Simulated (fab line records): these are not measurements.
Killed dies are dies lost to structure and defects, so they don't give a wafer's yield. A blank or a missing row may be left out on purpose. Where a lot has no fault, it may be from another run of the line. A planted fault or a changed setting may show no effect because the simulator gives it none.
Chamber matching | flow sky130 | 3 sister chambers for SKY_PASSIVATION_CVD_02 on pecvd-04
The step deposits Si3N4, target thk 540 nm. 6 wafers are shown with their chamber, then 7 later ones without.

## WAFERS, EACH WITH ITS CHAMBER
wafer  | chamber | heater-power-w (W)
L085.1 | 1       | 684
L085.4 | 2       | 630
L085.5 | 0       | 665
L085.6 | 1       | 727
L088.1 | 0       | 615
L088.2 | 2       | 614

## WAFERS WITHOUT THEIR CHAMBER
wafer  | heater-power-w (W)
L088.3 | 666
L088.4 | 659
L088.5 | 640
L088.6 | 679
L097.2 | 713
L097.3 | 713
L097.4 | 587

## WHICH CHAMBER EACH WENT THROUGH
wafer  | from the rows above          | in truth
L088.3 | can't be placed: 0 or 1 or 2 | 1
L088.4 | can't be placed: 0 or 2 or 1 | 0
L088.5 | can't be placed: 0 or 2      | 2
L088.6 | can't be placed: 1 or 0 or 2 | 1
L097.2 | 1                            | 1
L097.3 | 1                            | 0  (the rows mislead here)
L097.4 | can't be placed: 2 or 0      | 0
Correctly placed: 1 of 7. Not placeable from these rows: 5 (in 5, the candidates include the true chamber). Number placed wrongly: 1.
How it was worked out, from the rows above alone: a wafer's distance from a chamber is the root of the sum, over the readings, of the square of ((its reading less the chamber's mean) divided by the reading's scatter). The wafer belongs to the nearest chamber; if the next one is less than 2 further off, it can't be placed. A chamber's mean is the mean of its shown wafers. How the scatter is found: for the shown wafers, subtract from each reading the mean of its chamber, square and add these, divide the total by (wafers less chambers), then take the root.
